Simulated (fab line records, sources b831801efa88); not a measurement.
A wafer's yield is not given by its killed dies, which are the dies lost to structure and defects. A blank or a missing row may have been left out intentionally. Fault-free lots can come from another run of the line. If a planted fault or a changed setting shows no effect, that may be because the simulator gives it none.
Which of the tools did it? / flow gf180mcu / 7 lots, 21 wafers sampled, at 2 steps of a route of 602

== WHAT THE GAUGES SHOWED, per wafer ==
GF_VT_IMPLANT_RS_MEAS_48: the measuring method here is four-point-probe.
lot=L830; measured=day 8 10:14; on=filmMetro-01; LVPWELL_RS (ohm/sq)=1199.2 1201.6 1198.5
lot=L832; measured=day 9 08:11; on=filmMetro-01; LVPWELL_RS (ohm/sq)=1200.6 1200.4 1196.3
lot=L834; measured=day 9 08:47; on=filmMetro-01; LVPWELL_RS (ohm/sq)=1200.7 1196.8 1195.3
lot=L841; measured=day 11 17:20; on=filmMetro-01; LVPWELL_RS (ohm/sq)=1199.4 1200.2 1200.4
lot=L845; measured=day 12 21:32; on=filmMetro-01; LVPWELL_RS (ohm/sq)=1204.3 1206.0 1207.7
lot=L848; measured=day 13 19:46; on=filmMetro-01; LVPWELL_RS (ohm/sq)=1198.4 1196.9 1200.9
lot=L850; measured=day 14 02:58; on=filmMetro-03; LVPWELL_RS (ohm/sq)=1200.4 1202.8 1197.3

== EACH LOT AND THE TOOL THAT RAN IT (in order: tool; ch and the chambers of the sampled wafers; start) ==
lot=L830; GF_LVPWELL_IMPLANT_08=implanter-01 ch 0, day 4 13:57
lot=L832; GF_LVPWELL_IMPLANT_08=implanter-04 ch 0, day 5 02:56
lot=L834; GF_LVPWELL_IMPLANT_08=implanter-04 ch 0, day 5 10:59
lot=L841; GF_LVPWELL_IMPLANT_08=implanter-04 ch 0, day 7 06:44
lot=L845; GF_LVPWELL_IMPLANT_08=implanter-04 ch 0, day 8 07:33
lot=L848; GF_LVPWELL_IMPLANT_08=implanter-01 ch 0, day 9 01:08
lot=L850; GF_LVPWELL_IMPLANT_08=implanter-02 ch 0, day 9 07:56
- GF_LVPWELL_IMPLANT_08

== THE ANSWER, worked out from the rows above alone ==
Rule: usual is defined by the lots themselves. Put in order of their means at a reading, lots are off if they are a third of the lots or fewer, leave a main group of 4 or more, and stand apart from it by a gap of 3 or more times the standard deviation of the main group's means; of several such gaps the widest counts. A main group whose means are all the same, to the digits that the tables above print for the reading, isn't used. Also off: a lot with no number at a reading for which 4 or more lots have one. The other lots that the step has rows for count as sound.
Off: L845, at GF_VT_IMPLANT_RS_MEAS_48 (LVPWELL_RS). Mean 1199.2 ohm/sq and standard deviation 0.88 in the main group.
If a tool, at a process step before that reading, ran all the lots that are off and no sound lot after the first of them, it fits. Gauges at GF_VT_IMPLANT_RS_MEAS_48: tried the same way as those tools. One fits: implanter-04 at GF_LVPWELL_IMPLANT_08. A fault onset in the window from L841 (day 7 06:44, its last sound lot) to L845 (day 8 07:33, its first lot off) fits.

== WHAT THE SIMULATOR HAD PUT IN ==
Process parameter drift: implanter-04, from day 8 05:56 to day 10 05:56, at GF_LVPWELL_IMPLANT_08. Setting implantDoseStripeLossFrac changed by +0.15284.
Struck lots among those shown: L845. The rule above reached the same finding.
